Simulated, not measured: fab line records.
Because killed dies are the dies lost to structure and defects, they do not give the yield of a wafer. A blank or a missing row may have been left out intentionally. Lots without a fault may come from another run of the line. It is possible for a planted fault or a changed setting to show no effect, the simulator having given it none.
A lot that was struck, set against a sound lot    flow sky130    21 out of 708 route steps
Sound: the wafers L754.2, L754.4, L754.6. The struck wafers were L763.1, L763.4, L763.6. Last of all comes the cause.
Order at every step that has rows: each side's tool, ch and its chambers, its first start. Under that, the readings that differ: sound wafers    struck wafers    difference of the means    sigmas: that difference in standard deviations of wafers without a fault.
alike: readings with means less than 2 such deviations apart, plus words and numbers identical on both sides. not compared: withheld readings, readings lacking a value on some wafer, bounds such as >300 that could conceal the same value, and numbers that have no deviation in the record and whose values overlap.
Wherever a step has rows on one side only, a row that says differs or no value, or a row with sigmas, the two part there. Numbers that have no deviation but don't overlap get no sigmas and don't part them. Lack of a reading on every wafer of one side parts them only where that side has two or more wafers.

first, 2 steps without rows for these wafers: SKY_NWELL_PEB_08; SKY_NWELL_DEVELOP_09 (develop time 60 s).
SKY_NWELL_OVL_MEAS_10:
  struck on overlay-02, day 8 01:23; sound on overlay-01, day 6 08:23
  alike: NWELL_00_OVL
then, 3 steps without rows for these wafers: SKY_NWELL_IMPLANT_11; SKY_NWELL_IMPLANT_12; SKY_NWELL_IMPLANT_13.
SKY_NWELL_STRIP_14: strips in O2/N2.
  sound on plasma-asher-01 ch 0,1, day 6 08:52; struck on plasma-asher-01 ch 0,1, day 8 01:52
  alike: drypump-motor-current-A, oes-product-au, strip-time-to-endpoint-s
  not compared: rf-hours-counter-h
SKY_NWELL_TW_MEAS_15:
  struck on film-metro-03, day 8 01:58; sound on film-metro-02, day 6 08:59
  alike: NWELL_TW
then, 4 steps without rows for these wafers: SKY_NWELL_DEHYDRATE_16 (time 60 s); SKY_NWELL_HMDS_17 (prime time 60 s); SKY_NWELL_COAT_18 (resist thk 3000 nm); SKY_NWELL_SOFTBAKE_19.
SKY_NWELL_EXPOSE_20: exposes mask NWM COMPLEMENT, target cd 840 nm.
  sound on iline-stepper-01 ch 0, day 6 17:34; struck on iline-stepper-01 ch 0, day 8 11:48
reading  sound                                               struck                   difference  sigmas
mask     NWM_COMPLEMENT#0 NWM_COMPLEMENT#0 NWM_COMPLEMENT#0  HVTPM#0 HVTPM#0 HVTPM#0  differs     
  alike: exposure-dose-mJ-cm2
then, 2 steps without rows for these wafers: SKY_NWELL_PEB_21; SKY_NWELL_DEVELOP_22 (develop time 60 s).
SKY_NWELL_OVL_MEAS_23:
  struck on overlay-02, day 8 22:15; sound on overlay-02, day 7 02:27
reading            sound        struck  difference                     sigmas
NWELL_01_OVL (nm)  1.3 2.6 3.2  - - -   no value on the struck wafers  
following that, these wafers have no rows for 1 step: SKY_NWELL_IMPLANT_24.
SKY_NWELL_STRIP_25: strips in O2/N2.
  sound on plasma-asher-04 ch 0,1, day 7 02:38; struck on plasma-asher-04 ch 1, day 8 22:26
  alike: drypump-motor-current-A, oes-product-au, strip-time-to-endpoint-s
  not compared: rf-hours-counter-h
SKY_NWELL_TW_MEAS_26:
  struck on film-metro-04, day 8 22:32; sound on film-metro-03, day 7 02:44
reading     sound        struck    difference  sigmas
NWELL_2_TW  502 502 503  30 30 30  -472        -99 or more
then, 1 step without rows for these wafers: SKY_NWELL_CLEAN_27 (cleans in SC1/SC2, time 150 s).
-- the record jumps here: 40 days lie between the struck wafers' starts before and after (it left off in module NWELL and takes up again in module PAD_OPEN, whose first step shown is number 708 of the route) --
SKY_PAD_OPEN_PROBE_99:
  struck on prober-01, day 49 07:00; sound on prober-01, day 47 17:54
reading              sound     struck       difference  sigmas
killed-at-front-end  22 19 19  422 425 408  +398        +81
killed-dies          86 84 97  492 492 492  +403        +40
killed-on-rim        15 16 20  96 96 96     +79         +21
  alike: killed_at_M0_to_M3, killed_at_M4_up, killed-at-contacts, killed-at-other, killed-open, killed-short

== WHERE THEY PART ==
Last at SKY_PAD_OPEN_PROBE_99 as far as this record goes, first at SKY_NWELL_EXPOSE_20.

WHY: what the simulator had put in
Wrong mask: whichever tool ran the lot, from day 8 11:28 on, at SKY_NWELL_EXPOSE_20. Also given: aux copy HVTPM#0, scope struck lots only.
